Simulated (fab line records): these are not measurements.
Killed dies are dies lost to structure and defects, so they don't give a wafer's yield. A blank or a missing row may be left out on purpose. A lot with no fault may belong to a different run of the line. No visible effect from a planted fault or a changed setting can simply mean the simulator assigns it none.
What tool caused it? || flow gf180mcu || Sampling: 7 lots, 20 wafers, 3 of 602 route steps

== WHAT THE GAUGES SHOWED, per wafer ==
GF_M5_CD_MEAS_07: the cd target is 280 nm.
{"lot": "L655", "measured": "day 27 02:35", "on": "cd-sem-01", "cd-nm (nm)": "282.0 280.6 281.2"}
{"lot": "L658", "measured": "day 28 03:50", "on": "cd-sem-01", "cd-nm (nm)": "280.4 279.9 278.8"}
{"lot": "L660", "measured": "day 28 20:16", "on": "cd-sem-01", "cd-nm (nm)": "280.5 279.3 279.8"}
{"lot": "L662", "measured": "day 29 07:52", "on": "cd-sem-02", "cd-nm (nm)": "280.2 280.3 280.1"}
{"lot": "L664", "measured": "day 29 22:17", "on": "cd-sem-01", "cd-nm (nm)": "282.1 282.1 281.5"}
{"lot": "L670", "measured": "day 31 18:32", "on": "cd-sem-02", "cd-nm (nm)": "279.6 251.8"}
{"lot": "L676", "measured": "day 33 05:04", "on": "cd-sem-02", "cd-nm (nm)": "279.4 279.4 280.4"}

== WHICH TOOL RAN EACH LOT (tool, then ch and the chambers of the sampled wafers, then the start) ==
{"lot": "L655", "GF_V3_SPUTTER_21": "pvd-sputter-02, day 23 07:39", "GF_M5_EXPOSE_04": "krf-scanner-02 ch 0, day 26 16:35"}
{"lot": "L658", "GF_V3_SPUTTER_21": "pvd-sputter-04, day 24 11:39", "GF_M5_EXPOSE_04": "krf-scanner-02 ch 0, day 27 18:31"}
{"lot": "L660", "GF_V3_SPUTTER_21": "pvd-sputter-02, day 25 05:06", "GF_M5_EXPOSE_04": "krf-scanner-02 ch 0, day 28 10:28"}
{"lot": "L662", "GF_V3_SPUTTER_21": "pvd-sputter-02, day 25 19:08", "GF_M5_EXPOSE_04": "krf-scanner-01 ch 0, day 28 22:43"}
{"lot": "L664", "GF_V3_SPUTTER_21": "pvd-sputter-03, day 26 10:41", "GF_M5_EXPOSE_04": "krf-scanner-01 ch 0, day 29 12:44"}
{"lot": "L670", "GF_V3_SPUTTER_21": "pvd-sputter-04, day 28 11:35", "GF_M5_EXPOSE_04": "krf-scanner-01 ch 0, day 31 10:26"}
{"lot": "L676", "GF_V3_SPUTTER_21": "pvd-sputter-03, day 30 03:53", "GF_M5_EXPOSE_04": "krf-scanner-02 ch 0, day 32 21:13"}
- GF_V3_SPUTTER_21: material Ti, target thk 15 nm, time 80.02 s.
- GF_M5_EXPOSE_04: exposes mask Metal5, target cd 280 nm.

== THE ANSWER, worked out from the rows above alone ==
Rule: the lots themselves supply what counts as usual. The widest of any qualifying gaps counts: lots, ordered by their means at a reading, are off when they make up no more than a third of the lots, leave a main group of 4 or more, and stand apart from it by 3 or more times the standard deviation of that group's means. A main group whose means are all the same, to the digits that the tables above print for the reading, isn't used. A lot without any number at a reading at which 4 lots or more have one is off too. The other lots that the step has rows for count as sound.
Off at GF_M5_CD_MEAS_07 (cd-nm): L670. Mean 280.4 nm and standard deviation 0.84 in the main group.
A tool fits if, at a process step before that reading, it ran every lot that is off, and no sound lot after the first of them. Gauges at GF_M5_CD_MEAS_07: tried the same way as those tools. This does not decide it: 2 tools fit, namely pvd-sputter-04 at GF_V3_SPUTTER_21 and krf-scanner-01 at GF_M5_EXPOSE_04.

== WHAT HAD BEEN PUT IN BY THE SIMULATOR ==
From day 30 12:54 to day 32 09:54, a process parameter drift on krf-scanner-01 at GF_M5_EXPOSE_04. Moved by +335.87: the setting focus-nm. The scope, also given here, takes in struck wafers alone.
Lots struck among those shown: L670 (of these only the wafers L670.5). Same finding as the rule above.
